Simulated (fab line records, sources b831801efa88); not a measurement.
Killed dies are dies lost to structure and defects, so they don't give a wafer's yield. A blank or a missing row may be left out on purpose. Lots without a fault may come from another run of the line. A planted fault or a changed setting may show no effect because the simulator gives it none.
A struck lot beside a sound one | flow gf180mcu | 17 steps out of a route of 602
Sound: wafers L951.1, L951.2, L951.4. Struck: wafers L960.3, L960.5. (L960.2 of the same lot was not struck and is left out.) The cause comes at the end.
At each step with rows: each side's tool, then ch and its chambers, then its first start. Under that, the readings that differ: sound wafers | struck wafers | difference of the means | sigmas: that difference in standard deviations of wafers without a fault.
alike: readings whose means differ by less than 2 such deviations, and words and numbers that are the same on both sides. not compared: withheld readings, readings that some wafer has no value for, bounds like >300 that may hide the same value, and numbers for which the record gives no deviation and whose values overlap.
The two part at a step that has a row with sigmas, a row that says differs or no value, or rows on one side only. Numbers that don't overlap but have no deviation are shown without sigmas and don't part them. A reading that every wafer of one side lacks parts them only if that side has two wafers or more.

first, 1 step without rows for these wafers: GF_STI_OXIDATION_01 (stabilise 600 s, purge 300 s, target thk 10 nm).
GF_STI_THK_MEAS_02:
  sound on film_metro-02, day 1 11:31; struck on film_metro-03, day 3 08:31
  alike: STI_OXIDATION_THK
then, 1 step without rows for these wafers: GF_STI_CVD_03 (deposits Si3N4 from DCS/NH3, target thk 207.16 nm, time 3551 s).
GF_STI_THK_MEAS_04:
  sound on film_metro-02, day 1 13:34; struck on film_metro-01, day 3 10:34
  alike: STI_CVD_03_THK
then, 5 steps without rows for these wafers: GF_STI_DEHYDRATE_05 (time 60 s); GF_STI_HMDS_06 (prime time 60 s); GF_STI_COAT_07 (resist thk 700 nm); GF_STI_SOFTBAKE_08 (time 60 s); GF_STI_EXPOSE_09 (exposes mask COMP, target cd 220 nm).
GF_STI_PEB_10: peb time 91.24 s.
  sound on litho_track-04 ch 0; struck on litho_track-02 ch 0
  alike: exhaust_pa, plate_sensor_t_centre_C, plate_sensor_t_edge_C
then, 1 step without rows for these wafers: GF_STI_DEVELOP_11 (develop time 60 s).
GF_STI_CD_MEAS_12: target cd 220 nm.
  sound on cd_sem-01, day 2 01:37; struck on cd_sem-01, day 4 00:13
  alike: cd_nm
GF_STI_ETCH_13: etches the open film in CHF3/O2, stops on Si, target depth 282.31 nm, time 112.9 s.
  sound on rie_diel-02 ch 0,1,2, day 2 01:44; struck on rie_diel-02 ch 0, day 4 00:19
  reading                              | sound             | struck    | difference | sigmas
  model.KrF_of_STI_COAT_07.thk_nm (nm) | 441.9 448.5 449.3 | 397 396.4 | -50        |
  alike: drypump_motor_current_A, oes_product_au, throttle_valve_pct
  not compared: rf_hours_counter_h
GF_STI_ETCH_14: etches Si in HBr/Cl2/O2, target depth 360 nm, time 102.9 s.
  sound on rie_si-02 ch 1,2,3, day 2 01:49; struck on rie_si-02 ch 0,2, day 4 00:23
  reading                              | sound             | struck      | difference | sigmas
  model.KrF_of_STI_COAT_07.thk_nm (nm) | 323.2 329.1 327.3 | 279.7 275.6 | -48.9      |
  alike: drypump_motor_current_A, he_backside_leak_sccm, oes_product_au, throttle_valve_pct
  not compared: rf_hours_counter_h
GF_STI_STRIP_15: strips in O2/N2.
  sound on plasma_asher-04 ch 0,1, day 2 01:53; struck on plasma_asher-03 ch 1, day 4 00:28
  reading                      | sound             | struck      | difference | sigmas
  drypump_motor_current_A (A)  | 5.1 5.8 5.2       | 6.3 6.2     | +0.9       | +3
  heater_power_w (W)           | 315 282 323       | 406 406     | +99        | +3
  oes_product_au (a.u.)        | 0.388 0.395 0.386 | 0.368 0.360 | -0.026     | -5
  strip_time_to_endpoint_s (s) | 3.78 3.83 3.81    | 3.31 3.27   | -0.52      | -10
  not compared: rf_hours_counter_h
then, 2 steps without rows for these wafers: GF_STI_CLEAN_16 (cleans in dHF, time 25 s); GF_PASSIVATION_PROBE_99.

WHERE THEY PART
Only at GF_STI_STRIP_15, within this record.

WHY: what the simulator had put in
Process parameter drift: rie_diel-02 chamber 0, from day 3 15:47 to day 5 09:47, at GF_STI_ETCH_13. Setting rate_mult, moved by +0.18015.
